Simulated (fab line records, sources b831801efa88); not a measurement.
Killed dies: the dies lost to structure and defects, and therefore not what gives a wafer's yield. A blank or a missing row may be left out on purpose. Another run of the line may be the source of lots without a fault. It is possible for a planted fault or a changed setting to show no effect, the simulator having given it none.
fab line records	flow sky130
[record] lots = 6	wafers = 16	lastDay = 50
route steps=708 shown LDD_P@263 LDD_HVN@267 LDD_HVP@278 LDD_LDN@289 SPACER@304 VIA4@658 PAD_OPEN@708
lots that met no fault: taken from a fault-free run of the same line
startH: hours from the record's first day to the start of the lot's first wafer shown	waitH: hours elapsed since this lot's preceding step	" identical to the entry in the row above	L1.1+2: several wafers, shown together as one row	- no value, or no start was given	* or withheld: withheld	< > ~ a bound
route shown NAME@n: a module of which the file shows steps, and the number in the route of the first	usual: mean/standard deviation taken from wafers without a fault	same: alike in all rows	chamber/n: place in a boat	sites: each site's reading	_std_site: their standard deviation	_edge_site: mean of outer sites minus mean of inner sites	radiusMm: for every site, how far away it sits from the centre of the wafer	mask NAME#n: copy n	behind: the most recent tool/chamber to have shaped the wafer	hold: why the lot was held/for how many hours/how that ended	device: the transistor (n, p or np) that didn't switch	end of line: tests run on the same wafers once the route is complete	a step without rows: its recipe alone	killed: at the first sort, the dies lost to defects and structure; wafer yield is something else	map: shows each die of a wafer: x if killed, . if not, _ if none is there
set.NAME: setting as actually run; set.NAME@STEP: the setting as run at that earlier step	model.NAME: the simulator's own value behind a step, which no gauge read
lots seen at some steps along the route; tables by step, rows by wafer
services: a tool's chamber out of use, with start hour (startH, from the record's first day; less than 0 if before it), hours out, and reason
[[steps]]
[step SKY_LDD_P_OVL_MEAS_08]
[usual] LDD_P_OVL = 0.1/1.3
lot.wafer	tool	chamber	startH	waitH	LDD_P_OVL[nm]
L321.1	overlay-01	-	449.45	0.1	2.2
L321.5	"	-	"	"	-0.5
L321.6	"	-	"	"	2.4
L323.2	overlay-02	-	483.57	0.1	1.3
L323.4	"	-	"	"	1.2
L323.6	"	-	"	"	2.0
L332.3	overlay-02	-	545.42	0.1	-0.2
L332.6	"	-	"	"	-0.1
L335.1	overlay-02	-	575.81	0.1	-1.1
L335.3	"	-	"	"	0.2
L341.1	overlay-01	-	625.04	0.1	-1.5
L341.2	"	-	"	"	-1.1
L341.6	"	-	"	"	-3.4
L342.2	overlay-02	-	625.35	0.1	0.2
L342.3	"	-	"	"	1.9
L342.4	"	-	"	"	0.8
[step SKY_LDD_P_IMPLANT_09]
[recipe] species = BF2	energyKev = 25	doseCm2 = 1e+13	tiltDeg = withheld
[step SKY_LDD_P_STRIP_10]
[recipe] chemistry = O2/N2	powerW = 1400	pressureMtorr = 1500	platenTempC = withheld	o2FlowSccm = 3000	n2FlowSccm = 300	overashFraction = 0.5
[usual] chamberPressureMTorr = 1499.8/1.4	drypumpMotorCurrentA = 5.7/0.53	oesProductAu = 0.716/0.0042	stripTimeToEndpointS = 14.16/0.043
lot.wafer	tool	chamber	startH	waitH	chamberPressureMTorr	drypumpMotorCurrentA	oesProductAu	rfHoursCounterH	stripTimeToEndpointS
L321.1	plasmaAsher-01	0	449.63	0.1	1500.1	5.0	0.713	32	14.16
L321.5	"	0	"	"	1499.3	5.0	0.718	-	14.12
L321.6	"	1	"	"	1500.0	5.8	0.719	-	14.08
L323.2	plasmaAsher-01	1	483.75	0.1	1499.8	5.9	0.713	36	14.14
L323.4	"	0	"	"	1499.7	4.9	0.720	-	14.18
L323.6	"	1	"	"	1498.4	5.8	0.713	-	14.11
L332.3	plasmaAsher-01	1	545.63	0.1	1498.5	5.8	0.715	-	14.18
L332.6	"	1	"	"	1499.6	5.8	0.718	-	14.20
L335.1	plasmaAsher-01	0	576.00	0.1	1499.3	5.0	0.704	45	14.18
L335.3	"	0	"	"	1499.4	5.0	0.710	-	14.15
L341.1	plasmaAsher-02	1	625.23	0.1	1499.8	5.2	0.716	80	14.21
L341.2	"	0	"	"	1501.6	5.5	0.711	80	14.24
L341.6	"	1	"	"	1500.7	5.2	0.723	-	14.24
L342.2	plasmaAsher-01	0	625.53	0.1	1500.6	5.0	0.725	51	14.20
L342.3	"	1	"	"	1501.8	5.9	0.714	-	14.24
L342.4	"	0	"	"	1497.6	5.0	0.712	-	14.20
[step SKY_LDD_P_TW_MEAS_11]
[usual] LDD_P_TW = 634/5.8
lot.wafer	tool	chamber	startH	waitH	LDD_P_TW
L321.1	filmMetro-03	-	449.73	0.1	638
L321.5	"	-	"	"	634
L321.6	"	-	"	"	640
L323.2	filmMetro-02	-	483.86	0.1	639
L323.4	"	-	"	"	639
L323.6	"	-	"	"	635
L332.3	filmMetro-02	-	545.72	0.1	641
L332.6	"	-	"	"	639
L335.1	filmMetro-01	-	576.10	0.1	629
L335.3	"	-	"	"	627
L341.1	filmMetro-03	-	625.33	0.1	636
L341.2	"	-	"	"	636
L341.6	"	-	"	"	638
L342.2	filmMetro-01	-	625.64	0.1	624
L342.3	"	-	"	"	623
L342.4	"	-	"	"	629
[step SKY_LDD_HVN_DEHYDRATE_00]
[recipe] tempC = 200	timeS = 60
[step SKY_LDD_HVN_HMDS_01]
[recipe] primeTimeS = 60	primeTempC = 120
[step SKY_LDD_HVN_COAT_02]
[recipe] resist = NOVOLAK	spinRpm = 3000	resistThkNm = 300
[step SKY_LDD_HVN_SOFTBAKE_03]
[recipe] tempC = 90	timeS = 60	resist = NOVOLAK
[step SKY_LDD_HVN_EXPOSE_04]
[recipe] maskId = HVNTM	na = 0.6	sourceShape = conventional	sigmaOuter = 0.6	polarization = unpolarized	targetCdNm = 700	doseMj = 127
[step SKY_LDD_HVN_PEB_05]
[recipe] tempC = withheld	timeS = *	resist = NOVOLAK
[step SKY_LDD_HVN_DEVELOP_06]
[recipe] resist = NOVOLAK	developer = TMAH	developTimeS = 60	devTempC = 23
[step SKY_LDD_HVN_OVL_MEAS_07]
[usual] LDD_HVN_OVL = 0.1/1.1
lot.wafer	tool	chamber	startH	waitH	LDD_HVN_OVL[nm]
L321.1	overlay-02	-	481.06	0.1	1.1
L321.5	"	-	"	"	1.1
L321.6	"	-	"	"	0.6
L323.2	overlay-01	-	515.00	0.1	2.1
L323.4	"	-	"	"	0.6
L323.6	"	-	"	"	-0.2
L332.3	overlay-01	-	575.98	0.1	-2.3
L332.6	"	-	"	"	-1.6
L335.1	overlay-01	-	606.21	0.1	-2.6
L335.3	"	-	"	"	-2.8
L341.1	overlay-01	-	654.29	0.1	-0.6
L341.2	"	-	"	"	-0.5
L341.6	"	-	"	"	0.3
L342.2	overlay-01	-	654.88	0.1	1.1
L342.3	"	-	"	"	-0.5
L342.4	"	-	"	"	0.6
[step SKY_LDD_HVN_IMPLANT_08]
[recipe] species = P	energyKev = 60	doseCm2 = 3e+13	tiltDeg = 40
[usual] faradayCurrentUA = 169/3.5
lot.wafer	tool	chamber	startH	waitH	faradayCurrentUA
L321.1	implanter-03	0	481.10	0.0	172
L321.5	"	0	"	"	168
L321.6	"	0	"	"	164
L323.2	implanter-02	0	515.05	0.0	169
L323.4	"	0	"	"	172
L323.6	"	0	"	"	172
L332.3	implanter-03	0	576.05	0.1	168
L332.6	"	0	"	"	164
L335.1	implanter-03	0	606.25	0.0	165
L335.3	"	0	"	"	167
L341.1	implanter-02	0	654.33	0.0	169
L341.2	"	0	"	"	166
L341.6	"	0	"	"	171
L342.2	implanter-04	0	654.94	0.0	167
L342.3	"	0	"	"	168
L342.4	"	0	"	"	175
[step SKY_LDD_HVN_STRIP_09]
[recipe] chemistry = O2/N2	powerW = 1400	pressureMtorr = 1500	platenTempC = withheld	o2FlowSccm = 3000	n2FlowSccm = 300	overashFraction = 0.5
[usual] chamberPressureMTorr = 1499.9/1.3	drypumpMotorCurrentA = 5.4/0.38	oesProductAu = 0.408/0.0047	stripTimeToEndpointS = 4.135/0.016
lot.wafer	tool	chamber	startH	waitH	chamberPressureMTorr	drypumpMotorCurrentA	oesProductAu	rfHoursCounterH	stripTimeToEndpointS
L321.1	plasmaAsher-02	1	481.25	0.1	1499.1	5.2	0.411	67	4.152
L321.5	"	0	"	"	1498.4	5.4	0.413	-	4.128
L321.6	"	1	"	"	1498.2	5.2	0.413	-	4.149
L323.2	plasmaAsher-02	0	515.18	0.1	1499.0	5.5	0.408	70	4.113
L323.4	"	1	"	"	1501.3	5.2	0.412	-	4.122
L323.6	"	0	"	"	1498.5	5.5	0.408	-	4.133
L332.3	plasmaAsher-03	0	576.18	0.1	1498.0	5.3	0.398	-	4.122
L332.6	"	0	"	"	1498.2	5.4	0.408	-	4.139
L335.1	plasmaAsher-02	1	606.40	0.1	1499.4	5.1	0.400	78	4.157
L335.3	"	0	"	"	1497.9	5.5	0.408	-	4.141
L341.1	plasmaAsher-03	1	654.48	0.1	1497.5	6.1	0.409	21	4.107
L341.2	"	0	"	"	1501.5	5.4	0.411	21	4.122
L341.6	"	1	"	"	1499.1	6.1	0.405	-	4.156
L342.2	plasmaAsher-02	1	655.06	0.1	1499.0	5.2	0.404	83	4.133
L342.3	"	1	"	"	1501.0	5.2	0.414	-	4.126
L342.4	"	0	"	"	1500.8	5.5	0.400	-	4.125
[step SKY_LDD_HVN_TW_MEAS_10]
[usual] LDD_HVN_TW = 1432/15
lot.wafer	tool	chamber	startH	waitH	LDD_HVN_TW
L321.1	filmMetro-01	-	481.35	0.1	1419
L321.5	"	-	"	"	1425
L321.6	"	-	"	"	1433
L323.2	filmMetro-02	-	515.29	0.1	1454
L323.4	"	-	"	"	1457
L323.6	"	-	"	"	1439
L332.3	filmMetro-02	-	576.27	0.1	1430
L332.6	"	-	"	"	1435
L335.1	filmMetro-01	-	606.50	0.1	1421
L335.3	"	-	"	"	1410
L341.1	filmMetro-02	-	654.60	0.1	1441
L341.2	"	-	"	"	1444
L341.6	"	-	"	"	1437
L342.2	filmMetro-04	-	655.17	0.1	1427
L342.3	"	-	"	"	1430
L342.4	"	-	"	"	1444
[step SKY_LDD_HVP_DEHYDRATE_00]
[recipe] tempC = 200	timeS = 60
[step SKY_LDD_HVP_HMDS_01]
[recipe] primeTimeS = 60	primeTempC = 120
[step SKY_LDD_HVP_COAT_02]
[recipe] resist = NOVOLAK	spinRpm = 3000	resistThkNm = 300
[step SKY_LDD_HVP_SOFTBAKE_03]
[recipe] tempC = 90	timeS = 60	resist = NOVOLAK
[step SKY_LDD_HVP_EXPOSE_04]
[recipe] maskId = HVPTM	na = 0.6	sourceShape = conventional	sigmaOuter = 0.6	polarization = unpolarized	targetCdNm = 700	doseMj = 86
[step SKY_LDD_HVP_PEB_05]
[recipe] tempC = withheld	timeS = *	resist = NOVOLAK
[step SKY_LDD_HVP_DEVELOP_06]
[recipe] resist = NOVOLAK	developer = TMAH	developTimeS = 60	devTempC = 23
[step SKY_LDD_HVP_OVL_MEAS_07]
[usual] LDD_HVP_OVL = 0.1/1.1
lot.wafer	tool	chamber	startH	waitH	LDD_HVP_OVL[nm]
L321.1	overlay-02	-	511.91	0.1	1.8
L321.5	"	-	"	"	0.9
L321.6	"	-	"	"	-0.3
L323.2	overlay-01	-	545.37	0.1	0.8
L323.4	"	-	"	"	-0.5
L323.6	"	-	"	"	0.2
L332.3	overlay-01	-	606.53	0.1	1.4
L332.6	"	-	"	"	1.6
L335.1	overlay-01	-	635.94	0.1	-1.5
L335.3	"	-	"	"	0.1
L341.1	overlay-02	-	683.06	0.1	1.5
L341.2	"	-	"	"	-0.2
L341.6	"	-	"	"	1.3
L342.2	overlay-01	-	683.98	0.1	2.1
L342.3	"	-	"	"	2.6
L342.4	"	-	"	"	1.3
[step SKY_LDD_HVP_IMPLANT_08]
[recipe] species = B	energyKev = 20	doseCm2 = 1.7e+13	tiltDeg = 17.9
[step SKY_LDD_HVP_STRIP_09]
[recipe] chemistry = O2/N2	powerW = 1400	pressureMtorr = 1500	platenTempC = withheld	o2FlowSccm = 3000	n2FlowSccm = 300	overashFraction = 0.5
[usual] chamberPressureMTorr = 1499.9/1.4	drypumpMotorCurrentA = 5.8/0.46	oesProductAu = 0.408/0.005	stripTimeToEndpointS = 4.130/0.015
lot.wafer	tool	chamber	startH	waitH	chamberPressureMTorr	drypumpMotorCurrentA	oesProductAu	rfHoursCounterH	stripTimeToEndpointS
L321.1	plasmaAsher-02	1	512.10	0.1	1500.3	5.2	0.412	70	4.125
L321.5	"	1	"	"	1499.9	5.2	0.415	-	4.133
L321.6	"	0	"	"	1498.8	5.4	0.406	-	4.131
L323.2	plasmaAsher-04	0	545.55	0.1	1499.5	6.4	0.408	84	4.122
L323.4	"	0	"	"	1500.7	6.4	0.409	-	4.131
L323.6	"	1	"	"	1501.8	6.1	0.408	-	4.141
L332.3	plasmaAsher-02	1	606.73	0.1	1499.3	5.2	0.402	-	4.131
L332.6	"	0	"	"	1499.9	5.5	0.412	-	4.105
L335.1	plasmaAsher-03	1	636.12	0.1	1500.2	6.1	0.408	19	4.140
L335.3	"	1	"	"	1499.8	6.1	0.405	-	4.134
L341.1	plasmaAsher-03	1	683.25	0.1	1499.9	6.1	0.407	24	4.140
L341.2	"	0	"	"	1496.3	5.4	0.398	24	4.132
L341.6	"	0	"	"	1501.8	5.4	0.414	-	4.139
L342.2	plasmaAsher-02	0	684.16	0.1	1498.9	5.5	0.404	85	4.154
L342.3	"	1	"	"	1501.4	5.2	0.403	-	4.137
L342.4	"	0	"	"	1504.2	5.5	0.412	-	4.143
[step SKY_LDD_HVP_TW_MEAS_10]
[usual] LDD_HVP_TW = 457/3
lot.wafer	tool	chamber	startH	waitH	LDD_HVP_TW
L321.1	filmMetro-04	-	512.20	0.1	456
L321.5	"	-	"	"	455
L321.6	"	-	"	"	457
L323.2	filmMetro-03	-	545.66	0.1	456
L323.4	"	-	"	"	454
L323.6	"	-	"	"	454
L332.3	filmMetro-04	-	606.82	0.1	453
L332.6	"	-	"	"	455
L335.1	filmMetro-03	-	636.22	0.1	459
L335.3	"	-	"	"	459
L341.1	filmMetro-03	-	683.35	0.1	456
L341.2	"	-	"	"	456
L341.6	"	-	"	"	455
L342.2	filmMetro-04	-	684.27	0.1	455
L342.3	"	-	"	"	452
L342.4	"	-	"	"	455
[step SKY_LDD_LDN_DEHYDRATE_00]
[recipe] tempC = 200	timeS = 60
[step SKY_LDD_LDN_HMDS_01]
[recipe] primeTimeS = 60	primeTempC = 120
[step SKY_LDD_LDN_COAT_02]
[recipe] resist = NOVOLAK	spinRpm = 3000	resistThkNm = 1140
[step SKY_LDD_LDN_SOFTBAKE_03]
[recipe] tempC = 90	timeS = 60	resist = NOVOLAK
[step SKY_LDD_LDN_EXPOSE_04]
[recipe] maskId = LDNTM	na = 0.6	sourceShape = conventional	sigmaOuter = 0.6	polarization = unpolarized	targetCdNm = 700	doseMj = 140
[step SKY_LDD_LDN_PEB_05]
[recipe] tempC = withheld	timeS = *	resist = NOVOLAK
[step SKY_LDD_LDN_DEVELOP_06]
[recipe] resist = NOVOLAK	developer = TMAH	developTimeS = 60	devTempC = 23
[step SKY_LDD_LDN_OVL_MEAS_07]
[usual] LDD_LDN_OVL = -0.4/1.4
lot.wafer	tool	chamber	startH	waitH	LDD_LDN_OVL[nm]
L321.1	overlay-01	-	541.94	0.1	0.8
L321.5	"	-	"	"	-1.3
L321.6	"	-	"	"	-0.6
L323.2	overlay-01	-	575.67	0.1	-1.2
L323.4	"	-	"	"	-1.2
L323.6	"	-	"	"	-0.6
L332.3	overlay-01	-	636.80	0.1	-2.3
L332.6	"	-	"	"	-1.2
L335.1	overlay-01	-	665.14	0.1	-0.9
L335.3	"	-	"	"	-0.7
L341.1	overlay-01	-	711.69	0.1	-2.5
L341.2	"	-	"	"	-1.2
L341.6	"	-	"	"	-1.1
L342.2	overlay-02	-	712.80	0.1	-1.5
L342.3	"	-	"	"	0.6
L342.4	"	-	"	"	-0.5
[step SKY_LDD_LDN_IMPLANT_08]
[recipe] species = As	energyKev = 15	doseCm2 = 1.25e+13	tiltDeg = withheld	rotationDeg = 23
[step SKY_LDD_LDN_IMPLANT_09]
[recipe] species = As	energyKev = 15	doseCm2 = 1.25e+13	tiltDeg = withheld	rotationDeg = 113
[step SKY_LDD_LDN_IMPLANT_10]
[recipe] species = As	energyKev = 15	doseCm2 = 1.25e+13	tiltDeg = withheld	rotationDeg = 203
[step SKY_LDD_LDN_IMPLANT_11]
[recipe] species = As	energyKev = 15	doseCm2 = 1.25e+13	tiltDeg = withheld	rotationDeg = 293
[step SKY_LDD_LDN_STRIP_12]
[recipe] chemistry = O2/N2	powerW = 1400	pressureMtorr = 1500	platenTempC = withheld	o2FlowSccm = 3000	n2FlowSccm = 300	overashFraction = 0.5
[usual] chamberPressureMTorr = 1500.1/1.3	drypumpMotorCurrentA = 5.7/0.5	oesProductAu = 0.716/0.004	stripTimeToEndpointS = 14.17/0.038
lot.wafer	tool	chamber	startH	waitH	chamberPressureMTorr	drypumpMotorCurrentA	oesProductAu	rfHoursCounterH	stripTimeToEndpointS
L321.1	plasmaAsher-01	0	542.58	0.1	1499.9	5.0	0.712	42	14.15
L321.5	"	0	"	"	1500.5	5.0	0.711	-	14.16
L321.6	"	1	"	"	1501.1	5.8	0.716	-	14.15
L323.2	plasmaAsher-01	0	576.30	0.1	1499.0	5.0	0.719	46	14.16
L323.4	"	0	"	"	1500.6	5.0	0.712	-	14.15
L323.6	"	0	"	"	1499.8	5.0	0.717	-	14.16
L332.3	plasmaAsher-01	1	637.46	0.1	1500.5	5.8	0.719	-	14.16
L332.6	"	1	"	"	1500.2	5.8	0.720	-	14.16
L335.1	plasmaAsher-03	0	665.78	0.1	1500.1	5.4	0.720	22	14.23
L335.3	"	1	"	"	1502.1	6.1	0.713	-	14.22
L341.1	plasmaAsher-03	1	712.33	0.1	1500.6	6.1	0.710	26	14.18
L341.2	"	0	"	"	1500.1	5.4	0.713	26	14.19
L341.6	"	0	"	"	1499.5	5.4	0.722	-	14.15
L342.2	plasmaAsher-01	0	713.43	0.1	1498.8	5.0	0.712	60	14.13
L342.3	"	1	"	"	1500.9	5.8	0.716	-	14.13
L342.4	"	0	"	"	1498.4	5.0	0.714	-	14.16
[step SKY_LDD_LDN_TW_MEAS_13]
[usual] LDD_LDN_TW = 1473/11
lot.wafer	tool	chamber	startH	waitH	LDD_LDN_TW
L321.1	filmMetro-04	-	542.68	0.1	1455
L321.5	"	-	"	"	1463
L321.6	"	-	"	"	1462
L323.2	filmMetro-03	-	576.41	0.1	1478
L323.4	"	-	"	"	1482
L323.6	"	-	"	"	1485
L332.3	filmMetro-01	-	637.55	0.1	1463
L332.6	"	-	"	"	1461
L335.1	filmMetro-01	-	665.88	0.1	1451
L335.3	"	-	"	"	1454
L341.1	filmMetro-03	-	712.43	0.1	1491
L341.2	"	-	"	"	1487
L341.6	"	-	"	"	1489
L342.2	filmMetro-04	-	713.54	0.1	1472
L342.3	"	-	"	"	1473
L342.4	"	-	"	"	1479
[step SKY_LDD_LDN_CLEAN_14]
[recipe] chemistry = SC1/SC2	mix = 1:4:20	tempC = 70	timeS = 150	dry = n2Spin
[step SKY_SPACER_CVD_00]
[recipe] material = Si3N4	precursor = DCS/NH3	targetThkNm = 43.1	tempC = 770	timeS = 740	pressureMtorr = 250
[step SKY_VIA4_RS_MEAS_19]
[recipe] thkMeasGauge = four-point-probe	reads = W_of_VIA4_CVD_18+TiN_of_VIA4_SPUTTER_17
[usual] VIA4_W_RS = 0.2270/0.0021
lot.wafer	tool	chamber	startH	waitH	hold	VIA4_W_RS[ohm/sq]
L321.1	filmMetro-01	-	1030.31	0.1	-	0.2273
L321.5	"	-	"	"	-	0.2267
L321.6	"	-	"	"	-	0.2245
L323.2	filmMetro-04	-	1055.17	0.1	-	0.2268
L323.4	"	-	"	"	-	0.2237
L323.6	"	-	"	"	-	0.2287
L332.3	filmMetro-01	-	1100.41	0.1	awaitDispo/0.2h/release	0.2262
L332.6	"	-	"	"	awaitDispo/0.2h/release	0.2269
L332.3	filmMetro-01	-	1100.70	0.3	-	0.2267
L332.6	"	-	"	"	-	0.2277
L335.1	filmMetro-03	-	1119.15	0.1	awaitDispo/0.2h/release	0.2281
L335.3	"	-	"	"	awaitDispo/0.2h/release	0.2281
L335.1	filmMetro-03	-	1119.57	0.4	-	0.2277
L335.3	"	-	"	"	-	0.2285
L341.1	filmMetro-03	-	1149.35	0.1	-	0.2290
L341.2	"	-	"	"	-	0.2293
L341.6	"	-	"	"	-	0.2271
L342.2	filmMetro-04	-	1150.65	0.1	-	0.2262
L342.3	"	-	"	"	-	0.2283
L342.4	"	-	"	"	-	0.2257
[step SKY_VIA4_THK_MEAS_20]
[recipe] thkMeasGauge = xrf	reads = W_of_VIA4_CVD_18
[usual] VIA4_W_THK = 502/7.7
lot.wafer	tool	chamber	startH	waitH	hold	VIA4_W_THK[nm]
L321.1	filmMetro-01	-	1030.43	0.1	-	489
L321.5	"	-	"	"	-	493
L321.6	"	-	"	"	-	495
L323.2	filmMetro-04	-	1055.28	0.1	-	493
L323.4	"	-	"	"	-	497
L323.6	"	-	"	"	-	488
L332.3	filmMetro-01	-	1105.10	4.4	awaitDispo/0.2h/release	493
L332.6	"	-	"	"	awaitDispo/0.2h/release	494
L332.3	filmMetro-01	-	1105.33	0.2	-	489
L332.6	"	-	"	"	-	494
L335.1	filmMetro-03	-	1124.98	5.4	awaitDispo/0.2h/release	509
L335.3	"	-	"	"	awaitDispo/0.2h/release	505
L335.1	filmMetro-03	-	1125.21	0.2	-	509
L335.3	"	-	"	"	-	508
L341.1	filmMetro-03	-	1149.47	0.1	-	501
L341.2	"	-	"	"	-	501
L341.6	"	-	"	"	-	504
L342.2	filmMetro-04	-	1150.76	0.1	-	505
L342.3	"	-	"	"	-	500
L342.4	"	-	"	"	-	505
[step SKY_PAD_OPEN_PROBE_99]
[usual] killed_at_M0_to_M3 = 44/7.2	killed_at_M4_up = 2.9/1.8	killedAtContacts = 24/5.2	killedAtFrontEnd = 15/4	killedAtOther = 0.2/0.49	killedDies = 85/9.1	killedOpen = 47/6.8	killedShort = 38/5.7
[same] grossDies = 492	killedAtBackSide = 0
lot.wafer	tool	chamber	startH	waitH	killed_at_M0_to_M3	killed_at_M4_up	killedAtContacts	killedAtFrontEnd	killedAtOther	killedDies	killedOpen	killedShort	model.etest.tip_n_5v.rsOhmSqRange
L321.1	prober-02	-	1101.19	0.1	36	10	22	20	1	89	51	38	39.61
L321.5	prober-02	-	1101.39	0.2	39	1	25	13	0	78	45	33	15.69
L321.6	prober-02	-	1101.44	0.2	39	1	20	16	0	76	45	31	13.82
L323.2	prober-02	-	1123.85	0.1	46	4	24	9	0	83	49	34	24.59
L323.4	prober-02	-	1123.95	0.2	45	2	31	15	0	93	49	44	30.82
L323.6	prober-02	-	1124.05	0.2	39	2	21	19	0	81	40	41	21.73
L332.3	prober-01	-	1164.52	0.2	42	2	27	16	0	87	40	47	235.9
L332.6	prober-01	-	1164.67	0.2	30	4	22	15	1	72	35	37	213.4
L335.1	prober-02	-	1180.77	0.1	48	1	26	13	0	88	43	45	43.42
L335.3	prober-02	-	1180.87	0.2	42	2	20	15	0	79	44	35	231.4
L341.1	prober-02	-	1205.45	0.1	34	5	16	10	0	65	36	29	34.07
L341.2	prober-02	-	1205.50	0.1	49	1	24	7	0	81	48	33	25.19
L341.6	prober-02	-	1205.70	0.2	45	1	20	10	0	76	38	38	37.21
L342.2	prober-01	-	1207.01	0.1	41	1	25	10	0	77	45	32	22.68
L342.3	prober-01	-	1207.06	0.2	31	4	18	20	0	73	37	36	31.85
L342.4	prober-01	-	1207.11	0.2	59	4	30	12	1	106	60	46	42.53
// killed by level:class
L321.1 CONTACT:geometricParticle:open=9 LI_CONTACT:geometricParticle:open=7 METAL1:geometricParticle:short=7 VIA1:geometricParticle:open=7 VIA2:geometricParticle:open=6 FIELD_ISO:geometricParticle:short=5 POLY_GATE:geometricParticle:short=5 METAL4:geometricParticle:short=5
L321.5 CONTACT:geometricParticle:open=8 VIA2:geometricParticle:open=7 CONTACT:geometricParticle:short=6 VIA1:geometricParticle:open=6 METAL1:geometricParticle:short=5 LI_CONTACT:geometricParticle:open=5 VIA3:geometricParticle:open=5 POLY_GATE:geometricParticle:open=4
L321.6 VIA1:geometricParticle:open=11 CONTACT:geometricParticle:open=10 VIA1:geometricParticle:short=6 VIA3:geometricParticle:open=6 FIELD_ISO:geometricParticle:short=5 LI_CONTACT:geometricParticle:open=5 FIELD_ISO:geometricParticle:open=4 METAL1:geometricParticle:short=4
L323.2 VIA1:geometricParticle:open=12 LI_CONTACT:geometricParticle:open=8 VIA2:geometricParticle:open=8 CONTACT:geometricParticle:open=7 METAL1:geometricParticle:short=6 VIA3:geometricParticle:open=5 LOCAL_INTERCONNECT:geometricParticle:short=4 VIA1:geometricParticle:short=4
L323.4 CONTACT:geometricParticle:open=15 VIA1:geometricParticle:open=7 VIA2:geometricParticle:open=7 CONTACT:geometricParticle:short=6 METAL1:geometricParticle:short=6 VIA3:geometricParticle:open=6 LOCAL_INTERCONNECT:geometricParticle:short=5 VIA1:geometricParticle:short=5
L323.6 CONTACT:geometricParticle:open=8 VIA1:geometricParticle:open=8 FIELD_ISO:geometricParticle:short=7 VIA1:geometricParticle:short=6 VIA3:geometricParticle:open=6 POLY_GATE:geometricParticle:short=5 METAL1:geometricParticle:short=5 LI_CONTACT:geometricParticle:open=4
L332.3 CONTACT:geometricParticle:open=10 CONTACT:geometricParticle:short=7 VIA1:geometricParticle:open=7 VIA2:geometricParticle:open=7 VIA3:geometricParticle:open=6 FIELD_ISO:geometricParticle:short=5 LOCAL_INTERCONNECT:geometricParticle:short=5 VIA1:geometricParticle:short=5
L332.6 CONTACT:geometricParticle:open=7 LOCAL_INTERCONNECT:geometricParticle:short=6 FIELD_ISO:geometricParticle:short=5 LI_CONTACT:geometricParticle:open=5 VIA1:geometricParticle:open=5 VIA1:geometricParticle:short=4 VIA2:geometricParticle:short=4 METAL3:geometricParticle:short=4
L335.1 METAL1:geometricParticle:short=13 CONTACT:geometricParticle:open=11 VIA2:geometricParticle:open=10 POLY_GATE:geometricParticle:short=6 VIA1:geometricParticle:open=6 LI_CONTACT:geometricParticle:open=5 VIA1:geometricParticle:short=4 METAL2:geometricParticle:short=4
L335.3 VIA1:geometricParticle:open=10 METAL2:geometricParticle:short=7 VIA3:geometricParticle:open=6 LI_CONTACT:geometricParticle:open=5 CONTACT:geometricParticle:open=5 METAL1:geometricParticle:short=5 SPACER:geometricParticle:open=4 VIA2:geometricParticle:open=4
L341.1 VIA1:geometricParticle:open=10 VIA3:geometricParticle:open=7 CONTACT:geometricParticle:open=6 VIA1:geometricParticle:short=6 LOCAL_INTERCONNECT:geometricParticle:short=5 VIA2:geometricParticle:open=4 FIELD_ISO:geometricParticle:short=3 FIELD_ISO:geometricParticle:open=3
L341.2 VIA3:geometricParticle:open=10 VIA1:geometricParticle:open=10 CONTACT:geometricParticle:open=9 LOCAL_INTERCONNECT:geometricParticle:short=5 METAL2:geometricParticle:short=5 METAL1:geometricParticle:short=5 POLY_GATE:geometricParticle:open=4 LI_CONTACT:geometricParticle:open=4
L341.6 VIA1:geometricParticle:open=12 LI_CONTACT:geometricParticle:short=6 VIA3:geometricParticle:open=6 CONTACT:geometricParticle:open=5 VIA1:geometricParticle:short=5 METAL2:geometricParticle:short=5 VIA2:geometricParticle:open=5 METAL3:geometricParticle:short=5
L342.2 CONTACT:geometricParticle:open=11 VIA1:geometricParticle:open=11 VIA1:geometricParticle:short=10 LI_CONTACT:geometricParticle:open=6 LOCAL_INTERCONNECT:geometricParticle:short=6 VIA2:geometricParticle:open=6 VIA3:geometricParticle:open=5 METAL2:geometricParticle:short=4
L342.3 CONTACT:geometricParticle:open=8 POLY_GATE:geometricParticle:open=6 VIA3:geometricParticle:short=6 VIA1:geometricParticle:open=5 VIA3:geometricParticle:open=5 FIELD_ISO:geometricParticle:open=4 FIELD_ISO:geometricParticle:short=4 LI_CONTACT:geometricParticle:open=4
L342.4 CONTACT:geometricParticle:open=11 VIA3:geometricParticle:open=11 LI_CONTACT:geometricParticle:open=9 VIA2:geometricParticle:open=9 VIA1:geometricParticle:open=7 VIA2:geometricParticle:short=7 METAL1:geometricParticle:short=6 VIA1:geometricParticle:short=5
[[services]]
tool	chamber	startH	hours	kind
plasmaAsher-03	0	430.25	-	clean
plasmaAsher-04	-	430.52	0.3	repair
plasmaAsher-01	-	458.12	3.1	repair
implanter-02	-	467.09	1.3	repair
implanter-03	-	467.29	1.8	repair
implanter-03	-	488.92	2.0	repair
implanter-03	-	490.89	3.2	pm
plasmaAsher-03	-	508.31	19.8	pm
plasmaAsher-02	-	520.30	1.8	repair
implanter-04	-	547.16	4.1	repair
implanter-03	-	557.21	2.6	repair
implanter-03	-	559.55	3.2	repair
plasmaAsher-01	-	562.30	0.8	repair
implanter-02	-	566.05	3.9	pm
plasmaAsher-02	-	574.75	14.6	pm
plasmaAsher-02	-	635.27	2.8	pm
implanter-02	-	646.64	6.6	repair
implanter-04	-	649.92	3.7	pm
implanter-03	-	657.75	1.3	repair
implanter-03	-	677.40	3.3	repair
plasmaAsher-01	-	690.53	2.8	pm
implanter-02	-	692.23	4.3	repair
plasmaAsher-03	-	704.69	5.0	repair
implanter-02	-	710.28	4.4	pm
[[key]]
firstSign none at tools or gauges
[modelEffect] step = SKY_PAD_OPEN_PROBE_99	value = etest.tip_n_5v.rsOhmSqRange	without = 24.81	struck = 226.9
metAt SKY_LDD_HVN_IMPLANT_08
struckWafers L332.3,L332.6,L335.3
testerLeftOut L332,L335
onsetBetween 481.10 576.05
[fault] kind = processParameterDrift	tool = implanter-03	chamber = -	onsetH = 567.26	steps = SKY_LDD_HVN_IMPLANT_08	channel = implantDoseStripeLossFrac	offset = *	shape = step	endH = 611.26	scope = struckWafersOnly
// testerLeftOut: of these lots the tester's yield and bins aren't shown, on N5 and GAA mostly nor the transistor test; their killed dies are dies lost to structure and defects alone, not to doping, threshold or leakage, so they don't give the yield
